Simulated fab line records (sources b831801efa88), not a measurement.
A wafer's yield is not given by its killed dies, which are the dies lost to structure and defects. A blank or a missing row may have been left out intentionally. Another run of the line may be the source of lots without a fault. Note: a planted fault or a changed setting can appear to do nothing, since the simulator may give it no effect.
A lot that was struck, set against a sound lot ; flow sfq-line ; 14 steps out of a route of 325
Sound: the wafers L744.4, L744.5, L744.6. Struck: wafer L752.6. (L752.1, L752.2 of the same lot were not struck and are left out.) The cause comes at the end.
Per side, at each step with rows, come the tool, then ch with its chambers, and then its first start. Under that, the readings that differ: sound wafers ; struck wafers ; difference of the means ; sigmas: that difference in standard deviations of wafers without a fault.
alike: readings whose means differ by less than 2 such deviations, and words and numbers that are the same on both sides. not compared: withheld readings, readings that some wafer has no value for, bounds like >300 that may hide the same value, and numbers for which the record gives no deviation and whose values overlap.
A row with sigmas, a row that says differs or no value, or rows on one side alone: a step with any of these is where the two part. Numbers that don't overlap but have no deviation are shown without sigmas and don't part them. A reading missing from all wafers of one side parts the sides only when that side holds two or more wafers.

SFQ_TRILAYER_L0_ETCH_METAL_ETCH_008: etches MoNx KI in SF6/O2, stops on SiO2, target depth 50 nm, time 25 s.
  sound on rie-metal-01 ch 0,1, day 7 17:55; struck on rie-metal-03 ch 1, day 9 16:42
reading;sound;struck;difference;sigmas
drypump-motor-current-A (A);5.8 5.9 5.3;4.8;-0.9;-2
  alike: oes-product-au, rf-fwd-power-W
  not compared: rf-hours-counter-h
SFQ_TRILAYER_L0_STRIP_STRIP_009: strips in O2.
  sound on rie-metal-01 ch 0,1, day 7 18:09; struck on rie-metal-03 ch 1, day 9 16:45
reading;sound;struck;difference;sigmas
drypump-motor-current-A (A);5.9 5.9 5.4;4.9;-0.8;-2
  alike: oes-product-au
  not compared: rf-hours-counter-h
then, 1 step without rows for these wafers: SFQ_TRILAYER_L0_STRIP_SOLV_CLEAN_010 (cleans in NMP, time 600 s).
SFQ_TRILAYER_L0_CAP_PECVD_011: deposits SiO2 from SiH4/N2O, time 13.333 s, target thk 60 nm.
  sound on pecvd-01 ch 0,2, day 7 18:45; struck on pecvd-03 ch 2, day 9 17:31
  alike: heater-power-outer-w, heater-power-w, throttle-valve-pct
then, 6 steps without rows for these wafers: SFQ_TRILAYER_L0_VIA_LITHO_COAT_018 (resist thk 62 nm); SFQ_TRILAYER_L0_VIA_LITHO_COAT_013 (resist thk 650 nm); SFQ_TRILAYER_L0_VIA_LITHO_SOFTBAKE_017; SFQ_TRILAYER_L0_VIA_LITHO_EXPOSE_014 (exposes mask L0V, target cd 700 nm); SFQ_TRILAYER_L0_VIA_LITHO_PEB_016 (peb time 60 s); SFQ_TRILAYER_L0_VIA_LITHO_DEVELOP_015 (time 60 s).
-- the record jumps here: 5 days lie between the struck wafers' starts before and after --
SFQ_L0V_OVL_MEAS_903:
  sound on overlay-01, day 12 03:46; struck on overlay-02, day 14 15:26
  alike: L0V_OVL
SFQ_TRILAYER_L0_VIA_BARC_OPEN_VIA_ETCH_021: etches BARC in O2, target depth 125 nm, time 41.7 s.
  sound on rie-diel-04 ch 1,2, day 12 03:46; struck on rie-diel-03 ch 2, day 14 15:29
  alike: drypump-motor-current-A, oes-product-au, rf-fwd-power-W
  not compared: rf-hours-counter-h
SFQ_TRILAYER_L0_VIA_ETCH_VIA_ETCH_016: etches SiO2 in CHF3, stops on MoNx KI, target depth 80 nm.
  sound on rie-diel-04 ch 1,2, day 12 03:49; struck on rie-diel-03 ch 2, day 14 15:31
reading;sound;struck;difference;sigmas
rf-fwd-power-W (W);494.1 495.2 492.6;416.7;-77.3;-37
  alike: drypump-motor-current-A, oes-product-au
SFQ_TRILAYER_L0_VIA_STRIP_STRIP_017: strips in O2.
  sound on rie-metal-02 ch 0,1, day 12 04:04; struck on rie-metal-01 ch 0, day 14 15:34
  alike: drypump-motor-current-A, oes-product-au
  not compared: rf-hours-counter-h

WHERE THEY PART
First at SFQ_TRILAYER_L0_ETCH_METAL_ETCH_008; last, within this record, at SFQ_TRILAYER_L0_VIA_ETCH_VIA_ETCH_016. Later steps at which nothing parts them and some readings are alike: SFQ_TRILAYER_L0_VIA_STRIP_STRIP_017.

WHY: what had been put in by the simulator
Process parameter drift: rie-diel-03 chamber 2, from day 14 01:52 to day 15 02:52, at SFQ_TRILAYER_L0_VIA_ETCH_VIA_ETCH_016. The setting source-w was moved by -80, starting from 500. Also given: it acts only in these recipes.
